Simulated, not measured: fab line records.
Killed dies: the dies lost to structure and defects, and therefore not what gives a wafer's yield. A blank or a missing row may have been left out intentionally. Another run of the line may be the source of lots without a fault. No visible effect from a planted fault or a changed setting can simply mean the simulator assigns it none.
fab line records	flow gf180mcu
record: lots: 24	wafers: 72	last-day: 34
route steps=602 shown STI@3 CONTACT@292 M2@377 V2@398 V3@445 M4@471
lots untouched by any fault: they come from a run of this same line in which no faults occurred
start-h: start of the lot's first displayed wafer, in hours after the record's first day	wait-h: how many hours have passed since the lot's step before this one	" identical to the entry in the row above	L1.1+2: a row that stands for several wafers	- no value, or no start given	* or withheld: withheld	< > ~ a bound
route shown NAME@n: a module of which the file shows steps, and the number in the route of the first	usual: mean and standard deviation over wafers with no fault	same: alike in all rows	chamber/n: place in a boat	sites: the reading at each site	_std_site: their standard deviation	_edge_site: the outer-site mean with the inner-site mean subtracted	radius-mm: how far each site lies from the wafer's centre	mask NAME#n: copy n	behind: the tool/chamber that last shaped the wafer	hold: the reason the lot was held/the length of the hold in hours/how it ended	device: whichever transistor did not switch (one of n, p or np)	end of line: at the end of the route, the tests of the same wafers	a step with no rows: only its recipe	killed: dies that structure and defects cost at the first sort, which is not the same as the wafer's yield	map: the dies of a wafer, with x for killed, . for not killed, _ for no die there
set.NAME: the setting that was run; set.NAME@STEP: the one run at that earlier step	model.NAME: the simulator's own value behind a step, which no gauge read
steps of the route over a sample of lots; a table a step, a row a wafer
services: from which hour (start-h, from the record's first day; less than 0 if before it) a tool's chamber was out of use, for how many hours, and why
== steps ==
step: GF_STI_THK_MEAS_02
recipe: reads: SiO2_of_STI_OXIDATION_01
usual: STI_OXIDATION_THK: 10.14/0.2
lot.wafer	tool	chamber	start-h	wait-h	STI_OXIDATION_THK[nm]
L074.4	film-metro-02	-	11.54	0.0	10.15
L074.5	"	-	"	"	10.36
L074.6	"	-	"	"	10.20
L075.3	film-metro-02	-	16.53	0.0	10.19
L075.4	"	-	"	"	10.11
L075.5	"	-	"	"	10.32
L076.2	film-metro-03	-	21.52	0.0	10.24
L076.4	"	-	"	"	10.22
L076.5	"	-	"	"	10.09
L077.3	film-metro-02	-	26.53	0.0	10.15
L077.4	"	-	"	"	10.22
L077.6	"	-	"	"	10.19
L078.3	film-metro-03	-	31.67	0.0	10.22
L078.5	"	-	"	"	10.12
L078.6	"	-	"	"	10.10
L079.3	film-metro-01	-	36.53	0.0	10.41
L079.5	"	-	"	"	10.40
L079.6	"	-	"	"	10.58
L080.1	film-metro-03	-	43.32	0.0	10.26
L080.3	"	-	"	"	10.17
L080.6	"	-	"	"	10.35
L081.2	film-metro-03	-	47.26	0.0	10.13
L081.3	"	-	"	"	10.20
L081.6	"	-	"	"	10.17
L082.3	film-metro-03	-	52.38	0.0	10.42
L082.4	"	-	"	"	10.37
L082.6	"	-	"	"	10.39
L083.3	film-metro-03	-	56.53	0.0	9.75
L083.4	"	-	"	"	9.80
L083.5	"	-	"	"	9.77
L084.1	film-metro-03	-	61.51	0.0	10.14
L084.5	"	-	"	"	9.99
L084.6	"	-	"	"	10.21
L085.1	film-metro-03	-	66.51	0.0	9.95
L085.4	"	-	"	"	9.71
L085.6	"	-	"	"	9.90
L086.1	film-metro-03	-	71.75	0.0	9.92
L086.4	"	-	"	"	9.97
L086.5	"	-	"	"	9.95
L087.2	film-metro-01	-	76.52	0.0	10.04
L087.3	"	-	"	"	10.32
L087.4	"	-	"	"	10.24
L088.1	film-metro-03	-	81.51	0.0	10.18
L088.2	"	-	"	"	10.21
L088.3	"	-	"	"	9.86
L089.2	film-metro-03	-	86.68	0.0	10.21
L089.3	"	-	"	"	10.13
L089.4	"	-	"	"	10.01
L090.3	film-metro-03	-	92.01	0.0	10.17
L090.4	"	-	"	"	9.86
L090.5	"	-	"	"	10.16
L091.1	film-metro-03	-	97.35	0.0	10.19
L091.2	"	-	"	"	10.17
L091.4	"	-	"	"	10.11
L092.2	film-metro-02	-	102.03	0.0	9.85
L092.4	"	-	"	"	9.92
L092.6	"	-	"	"	9.85
L093.1	film-metro-01	-	106.63	0.0	10.34
L093.4	"	-	"	"	10.15
L093.5	"	-	"	"	10.21
L094.2	film-metro-03	-	112.17	0.0	10.38
L094.4	"	-	"	"	10.48
L094.5	"	-	"	"	10.28
L095.2	film-metro-01	-	116.62	0.0	10.23
L095.4	"	-	"	"	10.24
L095.5	"	-	"	"	10.25
L096.3	film-metro-03	-	122.60	0.0	10.17
L096.4	"	-	"	"	10.11
L096.6	"	-	"	"	10.19
L097.1	film-metro-01	-	126.81	0.0	9.71
L097.3	"	-	"	"	9.61
L097.4	"	-	"	"	9.71
step: GF_CONTACT_BOW_MEAS_05
recipe: mode: bow
usual: CONTACT_BOW: 65/6.1
lot.wafer	tool	chamber	start-h	wait-h	CONTACT_BOW[um]
L074.4	film-metro-01	-	347.75	0.3	65
L074.5	"	-	"	"	65
L074.6	"	-	"	"	67
L075.3	film-metro-02	-	349.67	0.1	65
L075.4	"	-	"	"	60
L075.5	"	-	"	"	59
L077.3	film-metro-02	-	372.67	0.2	56
L077.4	"	-	"	"	65
L077.6	"	-	"	"	59
L076.2	film-metro-04	-	372.95	0.2	67
L076.4	"	-	"	"	58
L076.5	"	-	"	"	73
L078.3	film-metro-04	-	375.22	0.2	58
L078.5	"	-	"	"	69
L078.6	"	-	"	"	65
L079.3	film-metro-01	-	392.80	0.3	64
L079.5	"	-	"	"	71
L079.6	"	-	"	"	73
L080.1	film-metro-01	-	393.44	0.2	70
L080.3	"	-	"	"	67
L080.6	"	-	"	"	63
L081.2	film-metro-01	-	404.42	0.1	66
L081.3	"	-	"	"	61
L081.6	"	-	"	"	74
L082.3	film-metro-04	-	410.65	0.2	61
L082.4	"	-	"	"	58
L082.6	"	-	"	"	65
L083.3	film-metro-04	-	418.89	0.3	71
L083.4	"	-	"	"	61
L083.5	"	-	"	"	67
L084.1	film-metro-02	-	424.03	0.2	60
L084.5	"	-	"	"	68
L084.6	"	-	"	"	67
L085.1	film-metro-02	-	438.68	0.1	67
L085.4	"	-	"	"	68
L085.6	"	-	"	"	76
L086.1	film-metro-02	-	441.57	0.2	62
L086.4	"	-	"	"	64
L086.5	"	-	"	"	55
L087.2	film-metro-04	-	454.45	0.1	75
L087.3	"	-	"	"	60
L087.4	"	-	"	"	76
L088.1	film-metro-02	-	464.12	0.2	68
L088.2	"	-	"	"	60
L088.3	"	-	"	"	64
L089.2	film-metro-02	-	466.28	0.3	63
L089.3	"	-	"	"	65
L089.4	"	-	"	"	67
L090.3	film-metro-04	-	476.67	0.3	82
L090.4	"	-	"	"	71
L090.5	"	-	"	"	63
L091.1	film-metro-01	-	486.31	0.1	68
L091.2	"	-	"	"	69
L091.4	"	-	"	"	60
L092.2	film-metro-02	-	497.88	0.3	68
L092.4	"	-	"	"	66
L092.6	"	-	"	"	68
L093.1	film-metro-02	-	502.86	0.2	63
L093.4	"	-	"	"	60
L093.5	"	-	"	"	69
L094.2	film-metro-04	-	513.33	0.2	68
L094.4	"	-	"	"	73
L094.5	"	-	"	"	65
L095.2	film-metro-04	-	523.12	0.2	67
L095.4	"	-	"	"	67
L095.5	"	-	"	"	61
L096.3	film-metro-01	-	527.62	0.3	73
L096.4	"	-	"	"	56
L096.6	"	-	"	"	57
L097.1	film-metro-04	-	537.35	0.1	69
L097.3	"	-	"	"	68
L097.4	"	-	"	"	56
step: GF_M2_OVL_MEAS_15
usual: M2_OVL: 1/5.1
lot.wafer	tool	chamber	start-h	wait-h	M2_OVL[nm]
L074.4	overlay-01	-	444.59	0.1	-1
L074.5	"	-	"	"	-2
L074.6	"	-	"	"	-4
L075.3	overlay-02	-	446.86	0.1	-7
L075.4	"	-	"	"	-9
L075.5	"	-	"	"	-6
L077.3	overlay-01	-	471.61	0.1	12
L077.4	"	-	"	"	8
L077.6	"	-	"	"	11
L076.2	overlay-02	-	472.08	0.1	1
L076.4	"	-	"	"	-5
L076.5	"	-	"	"	3
L078.3	overlay-02	-	474.89	0.1	4
L078.5	"	-	"	"	1
L078.6	"	-	"	"	-1
L079.3	overlay-02	-	493.53	0.1	0
L079.5	"	-	"	"	-7
L079.6	"	-	"	"	3
L080.1	overlay-02	-	494.57	0.1	7
L080.3	"	-	"	"	7
L080.6	"	-	"	"	0
L081.2	overlay-02	-	505.23	0.1	-3
L081.3	"	-	"	"	3
L081.6	"	-	"	"	-5
L082.3	overlay-02	-	511.05	0.1	-3
L082.4	"	-	"	"	0
L082.6	"	-	"	"	-6
L083.3	overlay-01	-	518.65	0.1	-4
L083.4	"	-	"	"	-3
L083.5	"	-	"	"	0
L084.1	overlay-01	-	524.42	0.1	-5
L084.5	"	-	"	"	-4
L084.6	"	-	"	"	-1
L085.1	overlay-02	-	537.67	0.1	-6
L085.4	"	-	"	"	-5
L085.6	"	-	"	"	1
L086.1	overlay-01	-	541.07	0.1	5
L086.4	"	-	"	"	3
L086.5	"	-	"	"	0
L087.2	overlay-01	-	553.83	0.1	12
L087.3	"	-	"	"	13
L087.4	"	-	"	"	8
L088.1	overlay-02	-	562.74	0.1	7
L088.2	"	-	"	"	5
L088.3	"	-	"	"	7
L089.2	overlay-01	-	564.35	0.1	0
L089.3	"	-	"	"	-3
L089.4	"	-	"	"	-5
L090.3	overlay-02	-	573.95	0.1	-1
L090.4	"	-	"	"	0
L090.5	"	-	"	"	2
L091.1	overlay-02	-	581.09	0.1	5
L091.2	"	-	"	"	0
L091.4	"	-	"	"	1
L092.2	overlay-02	-	593.32	0.1	5
L092.4	"	-	"	"	8
L092.6	"	-	"	"	3
L093.1	overlay-02	-	597.84	0.1	1
L093.4	"	-	"	"	4
L093.5	"	-	"	"	5
L094.2	overlay-02	-	606.72	0.1	7
L094.4	"	-	"	"	5
L094.5	"	-	"	"	-4
L095.2	overlay-02	-	613.88	0.1	3
L095.4	"	-	"	"	0
L095.5	"	-	"	"	-4
L096.3	overlay-01	-	618.79	0.1	0
L096.4	"	-	"	"	1
L096.6	"	-	"	"	1
L097.1	overlay-02	-	626.77	0.1	-7
L097.3	"	-	"	"	-11
L097.4	"	-	"	"	0
step: GF_V2_ETCH_16
recipe: chemistry: N2/H2	target-depth-a: withheld	overetch-a: withheld	time-s: withheld	target: BARC	ion-energy-ev: 200	source-w: 500	bias-w: 100	pressure-mtorr: 30	n2-flow-sccm: 100	h2-flow-sccm: 200
usual: chamber-pressure-mTorr: 30.001/0.03	drypump-motor-current-A: 5.8/0.37	oes-product-au: 0.855/0.0045	throttle-valve-pct: 13.224/0.0091
lot.wafer	tool	chamber	start-h	wait-h	chamber-pressure-mTorr	drypump-motor-current-A	oes-product-au	throttle-valve-pct
L074.4	rie-diel-03	1	470.43	0.0	30.011	5.4	0.864	13.214
L074.5	"	3	"	"	29.942	5.4	0.859	13.240
L074.6	"	2	"	"	30.019	5.8	0.860	13.218
L075.3	rie-diel-02	0	472.31	0.0	30.021	5.8	0.853	13.232
L075.4	"	1	"	"	30.032	5.7	0.863	13.216
L075.5	"	2	"	"	30.040	5.9	0.847	13.227
L077.3	rie-diel-04	1	497.08	0.0	29.988	5.7	0.854	13.215
L077.4	"	0	"	"	30.015	5.4	0.853	13.219
L077.6	"	1	"	"	29.970	5.7	0.854	13.219
L076.2	rie-diel-03	0	497.73	0.0	30.039	6.1	0.853	13.217
L076.4	"	2	"	"	29.985	5.7	0.850	13.214
L076.5	"	0	"	"	30.027	6.1	0.853	13.222
L078.3	rie-diel-03	1	499.99	0.0	30.001	5.4	0.852	13.221
L078.5	"	3	"	"	30.034	5.4	0.850	13.221
L078.6	"	2	"	"	29.974	5.8	0.853	13.226
L079.3	rie-diel-02	1	517.49	0.0	29.992	5.7	0.855	13.236
L079.5	"	0	"	"	29.955	5.8	0.851	13.221
L079.6	"	3	"	"	29.974	5.3	0.854	13.221
L080.1	rie-diel-03	0	519.78	0.0	29.990	6.0	0.852	13.230
L080.3	"	2	"	"	30.010	5.8	0.850	13.236
L080.6	"	2	"	"	29.959	5.8	0.848	13.245
L081.2	rie-diel-04	0	530.21	0.0	30.036	5.4	0.853	13.214
L081.3	"	2	"	"	29.984	6.0	0.859	13.206
L081.6	"	3	"	"	29.997	6.6	0.855	13.227
L082.3	rie-diel-04	1	534.89	0.0	29.974	5.7	0.860	13.214
L082.4	"	0	"	"	29.963	5.4	0.854	13.226
L082.6	"	0	"	"	29.979	5.4	0.851	13.223
L083.3	rie-diel-02	1	542.71	0.0	30.011	5.7	0.852	13.241
L083.4	"	2	"	"	30.036	5.9	0.852	13.226
L083.5	"	0	"	"	29.980	5.8	0.860	13.220
L084.1	rie-diel-04	0	548.51	0.0	30.040	5.4	0.850	13.231
L084.5	"	0	"	"	29.961	5.4	0.848	13.236
L084.6	"	2	"	"	30.002	6.0	0.849	13.227
L085.1	rie-diel-04	3	563.04	0.0	30.020	6.6	0.854	13.227
L085.4	"	1	"	"	29.994	5.7	0.852	13.229
L085.6	"	3	"	"	29.994	6.6	0.855	13.234
L086.1	rie-diel-02	3	565.08	0.0	30.037	5.3	0.854	13.221
L086.4	"	3	"	"	30.027	5.3	0.862	13.225
L086.5	"	0	"	"	29.961	5.8	0.852	13.217
L087.2	rie-diel-03	0	577.08	0.0	29.989	6.1	0.856	13.217
L087.3	"	2	"	"	29.986	5.8	0.857	13.226
L087.4	"	3	"	"	29.972	5.4	0.847	13.203
L088.1	rie-diel-03	3	585.33	0.0	30.028	5.4	0.857	13.226
L088.2	"	0	"	"	29.966	6.0	0.857	13.221
L088.3	"	1	"	"	30.031	5.4	0.858	13.228
L089.2	rie-diel-04	3	587.41	0.0	30.011	6.5	0.855	13.239
L089.3	"	2	"	"	29.999	5.9	0.856	13.250
L089.4	"	1	"	"	30.018	5.7	0.863	13.210
L090.3	rie-diel-04	0	596.30	0.0	30.034	5.4	0.857	13.211
L090.4	"	2	"	"	30.017	5.9	0.856	13.217
L090.5	"	3	"	"	30.029	6.6	0.857	13.240
L091.1	rie-diel-04	3	603.86	0.0	30.010	6.6	0.853	13.218
L091.2	"	0	"	"	30.009	5.4	0.863	13.218
L091.4	"	1	"	"	30.012	5.7	0.854	13.231
L092.2	rie-diel-03	1	615.23	0.0	29.973	5.5	0.859	13.238
L092.4	"	3	"	"	29.977	5.4	0.848	13.235
L092.6	"	2	"	"	29.988	5.7	0.851	13.217
L093.1	rie-diel-02	0	619.83	0.0	30.045	5.8	0.855	13.241
L093.4	"	2	"	"	29.987	5.9	0.861	13.229
L093.5	"	1	"	"	30.000	5.7	0.852	13.227
L094.2	rie-diel-02	3	628.44	0.0	29.999	5.3	0.856	13.217
L094.4	"	3	"	"	30.028	5.3	0.858	13.227
L094.5	"	2	"	"	30.001	5.9	0.846	13.226
L095.2	rie-diel-03	3	635.63	0.0	29.992	5.4	0.851	13.237
L095.4	"	1	"	"	29.977	5.5	0.856	13.221
L095.5	"	2	"	"	30.012	5.7	0.858	13.215
L096.3	rie-diel-04	0	640.48	0.0	30.026	5.4	0.859	13.218
L096.4	"	1	"	"	30.010	5.7	0.858	13.222
L096.6	"	1	"	"	29.947	5.8	0.852	13.212
L097.1	rie-diel-04	0	647.31	0.0	30.016	5.4	0.861	13.228
L097.3	"	1	"	"	29.998	5.7	0.849	13.215
L097.4	"	2	"	"	29.957	6.0	0.846	13.220
step: GF_V3_ETCH_16
recipe: chemistry: N2/H2	target-depth-a: withheld	overetch-a: withheld	time-s: withheld	target: BARC	ion-energy-ev: 200	source-w: 500	bias-w: 100	pressure-mtorr: 30	n2-flow-sccm: 100	h2-flow-sccm: 200
usual: chamber-pressure-mTorr: 30.001/0.025	drypump-motor-current-A: 5.6/0.32	oes-product-au: 0.854/0.0049	throttle-valve-pct: 13.225/0.011
lot.wafer	tool	chamber	start-h	wait-h	chamber-pressure-mTorr	drypump-motor-current-A	oes-product-au	throttle-valve-pct
L074.4	rie-diel-01	1	521.31	0.0	30.008	5.0	0.848	13.220
L074.5	"	1	"	"	30.011	5.0	0.854	13.203
L074.6	"	0	"	"	29.997	5.7	0.852	13.208
L075.3	rie-diel-02	0	523.78	0.0	29.977	5.8	0.847	13.226
L075.4	"	3	"	"	29.958	5.3	0.847	13.224
L075.5	"	1	"	"	29.975	5.7	0.852	13.213
L077.3	rie-diel-01	0	547.13	0.0	30.014	5.8	0.855	13.241
L077.4	"	2	"	"	30.004	6.2	0.868	13.231
L077.6	"	2	"	"	30.005	6.2	0.856	13.224
L076.2	rie-diel-02	0	547.24	0.0	30.050	5.8	0.858	13.229
L076.4	"	3	"	"	29.969	5.3	0.854	13.220
L076.5	"	0	"	"	30.009	5.8	0.856	13.241
L078.3	rie-diel-01	3	549.24	0.0	30.026	5.8	0.858	13.224
L078.5	"	1	"	"	30.018	5.0	0.850	13.228
L078.6	"	0	"	"	29.993	5.7	0.850	13.230
L079.3	rie-diel-03	1	565.68	0.0	30.016	5.4	0.855	13.216
L079.5	"	2	"	"	29.966	5.7	0.851	13.225
L079.6	"	1	"	"	29.970	5.4	0.857	13.233
L080.1	rie-diel-01	2	568.25	0.0	30.043	6.1	0.858	13.210
L080.3	"	3	"	"	30.011	5.8	0.861	13.212
L080.6	"	3	"	"	30.003	5.8	0.857	13.226
L081.2	rie-diel-03	3	578.59	0.0	30.000	5.4	0.854	13.240
L081.3	"	2	"	"	30.005	5.7	0.858	13.235
L081.6	"	0	"	"	30.029	6.0	0.859	13.223
L082.3	rie-diel-01	1	583.33	0.0	29.948	5.0	0.856	13.242
L082.4	"	2	"	"	30.021	6.1	0.859	13.215
L082.6	"	0	"	"	30.001	5.7	0.852	13.230
L083.3	rie-diel-02	1	590.09	0.0	29.974	5.7	0.853	13.221
L083.4	"	0	"	"	30.033	5.8	0.853	13.222
L083.5	"	3	"	"	30.035	5.3	0.854	13.213
L084.1	rie-diel-02	2	595.23	0.0	29.971	5.9	0.859	13.232
L084.5	"	2	"	"	30.020	5.9	0.854	13.237
L084.6	"	1	"	"	30.029	5.7	0.859	13.210
L085.1	rie-diel-03	0	608.00	0.0	29.939	6.0	0.847	13.229
L085.4	"	1	"	"	30.016	5.5	0.868	13.226
L085.6	"	1	"	"	29.982	5.5	0.855	13.223
L086.1	rie-diel-01	3	610.75	0.0	29.954	5.8	0.848	13.238
L086.4	"	2	"	"	29.980	6.1	0.854	13.220
L086.5	"	1	"	"	30.015	5.0	0.851	13.233
L087.2	rie-diel-02	3	621.90	0.0	30.018	5.3	0.853	13.235
L087.3	"	1	"	"	29.994	5.7	0.861	13.226
L087.4	"	3	"	"	29.960	5.3	0.858	13.225
L088.1	rie-diel-01	3	629.93	0.0	29.995	5.8	0.845	13.230
L088.2	"	2	"	"	30.029	6.2	0.853	13.233
L088.3	"	1	"	"	29.966	5.0	0.858	13.212
L089.2	rie-diel-02	1	631.10	0.0	30.010	5.7	0.853	13.243
L089.3	"	3	"	"	30.006	5.3	0.852	13.217
L089.4	"	1	"	"	29.991	5.7	0.858	13.224
L090.3	rie-diel-02	2	640.25	0.0	29.974	5.9	0.855	13.230
L090.4	"	2	"	"	29.979	5.9	0.851	13.214
L090.5	"	1	"	"	29.950	5.7	0.853	13.249
L091.1	rie-diel-02	2	647.00	0.0	29.979	5.9	0.846	13.216
L091.2	"	3	"	"	30.003	5.3	0.851	13.248
L091.4	"	0	"	"	29.981	5.8	0.849	13.220
L092.2	rie-diel-01	3	659.18	0.0	30.017	5.8	0.850	13.237
L092.4	"	2	"	"	29.977	6.1	0.857	13.211
L092.6	"	2	"	"	29.991	6.1	0.849	13.221
L093.1	rie-diel-02	1	662.13	0.0	29.982	5.7	0.848	13.214
L093.4	"	3	"	"	30.013	5.3	0.859	13.240
L093.5	"	2	"	"	30.022	5.9	0.861	13.210
L094.2	rie-diel-03	0	670.58	0.0	29.993	6.1	0.855	13.229
L094.4	"	1	"	"	29.969	5.4	0.842	13.225
L094.5	"	0	"	"	30.033	6.1	0.858	13.227
L095.2	rie-diel-03	1	677.99	0.0	30.007	5.5	0.858	13.216
L095.4	"	3	"	"	29.986	5.4	0.853	13.226
L095.5	"	1	"	"	30.010	5.4	0.857	13.228
L096.3	rie-diel-02	2	682.58	0.0	29.989	5.9	0.853	13.225
L096.4	"	3	"	"	30.020	5.3	0.849	13.222
L096.6	"	0	"	"	30.009	5.8	0.853	13.225
L097.1	rie-diel-02	0	688.95	0.0	30.028	5.8	0.860	13.221
L097.3	"	1	"	"	30.001	5.7	0.852	13.225
L097.4	"	3	"	"	29.998	5.2	0.851	13.244
step: GF_M4_OVL_MEAS_15
usual: M4_OVL: 0/5
lot.wafer	tool	chamber	start-h	wait-h	M4_OVL[nm]
L074.4	overlay-02	-	546.04	0.1	-5
L074.5	"	-	"	"	-4
L074.6	"	-	"	"	-10
L075.3	overlay-01	-	547.53	0.1	6
L075.4	"	-	"	"	9
L075.5	"	-	"	"	4
L077.3	overlay-02	-	570.53	0.1	-8
L077.4	"	-	"	"	-7
L077.6	"	-	"	"	-3
L076.2	overlay-02	-	571.00	0.1	-9
L076.4	"	-	"	"	-9
L076.5	"	-	"	"	-8
L078.3	overlay-02	-	573.84	0.1	-4
L078.5	"	-	"	"	-5
L078.6	"	-	"	"	-2
L079.3	overlay-01	-	589.19	0.1	2
L079.5	"	-	"	"	1
L079.6	"	-	"	"	9
L080.1	overlay-01	-	591.47	0.1	-5
L080.3	"	-	"	"	0
L080.6	"	-	"	"	6
L081.2	overlay-02	-	601.52	0.1	2
L081.3	"	-	"	"	1
L081.6	"	-	"	"	-1
L082.3	overlay-01	-	606.55	0.1	-3
L082.4	"	-	"	"	-1
L082.6	"	-	"	"	-1
L083.3	overlay-01	-	612.70	0.1	6
L083.4	"	-	"	"	10
L083.5	"	-	"	"	2
L084.1	overlay-02	-	617.04	0.1	-8
L084.5	"	-	"	"	-8
L084.6	"	-	"	"	-4
L085.1	overlay-02	-	630.67	0.1	9
L085.4	"	-	"	"	1
L085.6	"	-	"	"	6
L086.1	overlay-01	-	632.92	0.1	2
L086.4	"	-	"	"	2
L086.5	"	-	"	"	2
L087.2	overlay-01	-	643.33	0.1	2
L087.3	"	-	"	"	-1
L087.4	"	-	"	"	6
L088.1	overlay-02	-	650.59	0.1	-2
L088.2	"	-	"	"	-2
L088.3	"	-	"	"	1
L089.2	overlay-01	-	652.38	0.1	-2
L089.3	"	-	"	"	0
L089.4	"	-	"	"	-6
L090.3	overlay-01	-	661.00	0.1	11
L090.4	"	-	"	"	5
L090.5	"	-	"	"	8
L091.1	overlay-01	-	668.12	0.1	5
L091.2	"	-	"	"	3
L091.4	"	-	"	"	1
L092.2	overlay-01	-	680.38	0.1	-9
L092.4	"	-	"	"	-6
L092.6	"	-	"	"	-6
L093.1	overlay-01	-	683.27	0.1	2
L093.4	"	-	"	"	1
L093.5	"	-	"	"	0
L094.2	overlay-01	-	691.58	0.1	1
L094.4	"	-	"	"	0
L094.5	"	-	"	"	-2
L095.2	overlay-01	-	698.78	0.1	-1
L095.4	"	-	"	"	1
L095.5	"	-	"	"	-2
L096.3	overlay-01	-	703.48	0.1	-1
L096.4	"	-	"	"	3
L096.6	"	-	"	"	5
L097.1	overlay-01	-	708.82	0.1	1
L097.3	"	-	"	"	2
L097.4	"	-	"	"	6
== services ==
tool	chamber	start-h	hours	kind
rie-diel-01	-	461.98	28.1	pm
rie-diel-04	3	462.18	8.5	repair
rie-diel-01	0	515.53	4.7	repair
rie-diel-03	3	517.00	5.1	repair
rie-diel-04	2	517.78	4.1	repair
rie-diel-04	1	545.01	6.7	repair
rie-diel-03	3	550.38	7.6	repair
rie-diel-03	-	551.67	4.4	repair
rie-diel-04	2	552.61	15.0	repair
rie-diel-02	1	553.97	-	clean
rie-diel-01	-	563.12	4.3	pm
rie-diel-04	3	596.79	1.8	repair
rie-diel-01	2	601.81	7.3	repair
rie-diel-04	-	618.78	1.0	repair
rie-diel-04	1	625.27	4.2	repair
rie-diel-03	2	625.55	7.7	repair
rie-diel-02	-	640.59	5.5	repair
rie-diel-03	-	641.10	2.8	pm
rie-diel-03	-	646.43	0.3	repair
rie-diel-02	3	653.99	6.2	repair
rie-diel-04	1	657.31	7.9	repair
rie-diel-01	2	661.03	3.2	repair
rie-diel-03	2	662.49	24.4	repair
rie-diel-04	1	673.11	2.7	repair
== key ==
fault none
